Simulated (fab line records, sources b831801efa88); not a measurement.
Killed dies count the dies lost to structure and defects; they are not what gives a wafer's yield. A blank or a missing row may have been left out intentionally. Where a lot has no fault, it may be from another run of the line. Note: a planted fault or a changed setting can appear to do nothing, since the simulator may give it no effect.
8D (eight disciplines) problem report, filled in by code ; flow sky130 ; the parts of the form that need people (team, actions taken, sign-off) are left out

1. THE PROBLEM
FIELD_ISO_OXIDATION_01_THK at SKY_FIELD_ISO_THK_MEAS_23 reads a mean of 14.59 nm on 9 wafers of 3 lots; wafers without a fault read 9.93 nm with a standard deviation of 0.2. That puts it +23 standard deviations away from the usual mean.
First seen on wafer L234.1, day 3 15:37, on film_metro-02. Wafers with a number at this step in the record: 36, from 12 lots. By rule, "out" or "out of limits" means more than 4 standard deviations away from the usual mean. The other wafers with a number count as sound.

2. WHAT IT IS AND WHAT IT IS NOT
question;is;is not
which readings at this step;FIELD_ISO_OXIDATION_01_THK;-
which lots;L234, L236, L238;L228, L231, L239, L240, L241, L242, L244, L248, L251
which wafers of those lots;all that have a number;-
read on which gauges;film_metro-02, film_metro-03;film_metro-04
when;from day 3 15:37;"up to then (6 sound wafers); but 21 sound wafers of L239, L240, L241, L242, L244, L248, L251 came after"

3. THE SUSPECTS, EACH WITH WHAT RULES IT OUT
Counting: any tool at a process step up to the reading is kept as a suspect provided that every lot that is out went through it and no sound lot did after the first of them.
- ruled out: the gauge at SKY_FIELD_ISO_THK_MEAS_23. Those wafers that are out were read across 2 gauges (film_metro-02, film_metro-03).
- furnace-02 at SKY_FIELD_ISO_OXIDATION_22 (stabilise 600 s, purge 300 s, target thk 10 nm): kept. All lots that are out passed through it, beginning with L234 at day 3 14:27, and no sound lot followed; its final sound lot before that point was L231 at day 2 22:15. Its own readings are out on those wafers: spike_tc_bottom_C, spike_tc_centre_C, spike_tc_lower_C, spike_tc_top_C, spike_tc_upper_C, tube_center_temp_C, tube_center_temp_C_max.
The count leaves furnace-02 at SKY_FIELD_ISO_OXIDATION_22.

4. THE CAUSE (what the simulator had put in)
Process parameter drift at SKY_FIELD_ISO_OXIDATION_22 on furnace-02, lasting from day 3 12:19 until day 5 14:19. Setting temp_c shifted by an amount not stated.
Only this tool survived the counting.

5. THE CHAIN OF EFFECTS, in route order
One row per reading whose mean, taken over the struck wafers that have a number, lies over 3 standard deviations from the usual. Only readings for which the record gives a usual standard deviation are gone through. hours: the time from each lot's start at the first step in this table that gives one to its start at this step, as a median over the lots. sigmas: the change in usual standard deviations.
hours;step;reading;usual;on struck wafers;change;sigmas
0;SKY_FIELD_ISO_OXIDATION_22;spike_tc_bottom_C;968 C;998;+30;+8.6
0;SKY_FIELD_ISO_OXIDATION_22;spike_tc_centre_C;950.4 C;984.9;+34.5;+27
0;SKY_FIELD_ISO_OXIDATION_22;spike_tc_lower_C;952.1 C;985.1;+33.0;+27
0;SKY_FIELD_ISO_OXIDATION_22;spike_tc_top_C;963.3 C;997.9;+34.6;+20
0;SKY_FIELD_ISO_OXIDATION_22;spike_tc_upper_C;949.7 C;983.4;+33.7;+26
0;SKY_FIELD_ISO_OXIDATION_22;tube_center_temp_C;950 C;983;+33;+99 or more
0;SKY_FIELD_ISO_OXIDATION_22;tube_center_temp_C_max;952.4;985.7;+33.3;+83
1;SKY_FIELD_ISO_THK_MEAS_23;FIELD_ISO_OXIDATION_01_THK;9.93 nm;14.59;+4.66;+23
Here are the process steps it includes:
- SKY_FIELD_ISO_OXIDATION_22: stabilise 600 s, purge 300 s, target thk 10 nm.
Later measuring or inspecting steps at which every struck wafer that the step has a row for has a number for every such reading, and none has moved that far: SKY_NWELL_THK_MEAS_02, SKY_NWELL_TW_MEAS_15, SKY_SONOS_ONO_OVL_MEAS_14.

6. WHAT WOULD HAVE CAUGHT IT SOONER
In this record the first reading out of limits at a measuring or inspecting step was taken at day 3 15:37, 3 hours after the fault began at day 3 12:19.
Tool's own readings at SKY_FIELD_ISO_OXIDATION_22, spike_tc_bottom_C, spike_tc_centre_C, spike_tc_lower_C, spike_tc_top_C, spike_tc_upper_C, tube_center_temp_C, tube_center_temp_C_max: out on all struck wafers the step has rows for; an alarm limit on them would have tripped on the first.
Lots out: 3; of these, L236, L238 started SKY_FIELD_ISO_OXIDATION_22 on furnace-02 after day 3 15:37. A hold on the tool at that time would have spared those 2.
